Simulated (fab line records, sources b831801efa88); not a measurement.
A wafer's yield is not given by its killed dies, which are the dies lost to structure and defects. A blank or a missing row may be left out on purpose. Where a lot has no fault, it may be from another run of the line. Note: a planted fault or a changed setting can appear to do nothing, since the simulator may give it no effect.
Chamber matching / flow sky130 / SKY_PASSIVATION_CVD_02 on pecvd-01 has 3 sister chambers
The step deposits Si3N4, target thk 540 nm. 3 wafers are shown with their chamber, then 10 later ones without.

== EACH WAFER AND ITS CHAMBER ==
wafer=L086.1; chamber=0; heater-power-w (W)=870
wafer=L087.1; chamber=1; heater-power-w (W)=856
wafer=L087.2; chamber=2; heater-power-w (W)=684

== WAFERS WITH NO CHAMBER GIVEN ==
wafer=L087.4; heater-power-w (W)=894
wafer=L088.4; heater-power-w (W)=902
wafer=L088.5; heater-power-w (W)=553
wafer=L088.6; heater-power-w (W)=928
wafer=L089.1; heater-power-w (W)=867
wafer=L089.3; heater-power-w (W)=894
wafer=L089.6; heater-power-w (W)=925
wafer=L091.3; heater-power-w (W)=908
wafer=L091.4; heater-power-w (W)=603
wafer=L091.5; heater-power-w (W)=915

== CHAMBER TAKEN BY EACH ==
wafer=L087.4; from the rows above=can't be placed: 0 or 1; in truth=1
wafer=L088.4; from the rows above=can't be placed: 0 or 1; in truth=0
wafer=L088.5; from the rows above=2; in truth=2
wafer=L088.6; from the rows above=can't be placed: 0 or 1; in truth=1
wafer=L089.1; from the rows above=can't be placed: 0 or 1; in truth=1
wafer=L089.3; from the rows above=can't be placed: 0 or 1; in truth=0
wafer=L089.6; from the rows above=can't be placed: 0 or 1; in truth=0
wafer=L091.3; from the rows above=can't be placed: 0 or 1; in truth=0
wafer=L091.4; from the rows above=2; in truth=2
wafer=L091.5; from the rows above=can't be placed: 0 or 1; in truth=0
Correct placement for 2 of the 10. These rows do not allow placing 8 (true chamber among the candidates in 8). 0 placed wrongly.
How it was worked out, from the rows above alone: a wafer's distance from a chamber is the root of the sum, over the readings, of the square of ((its reading less the chamber's mean) divided by the reading's scatter). If the next closest chamber is less than 2 further off than the closest, the wafer can't be placed; otherwise it belongs to the closest. For every chamber, the mean is computed from those of its wafers that are shown. The scatter: with one shown wafer a chamber, the root of the mean of the squares of how far each hidden wafer lies from its nearest shown one.
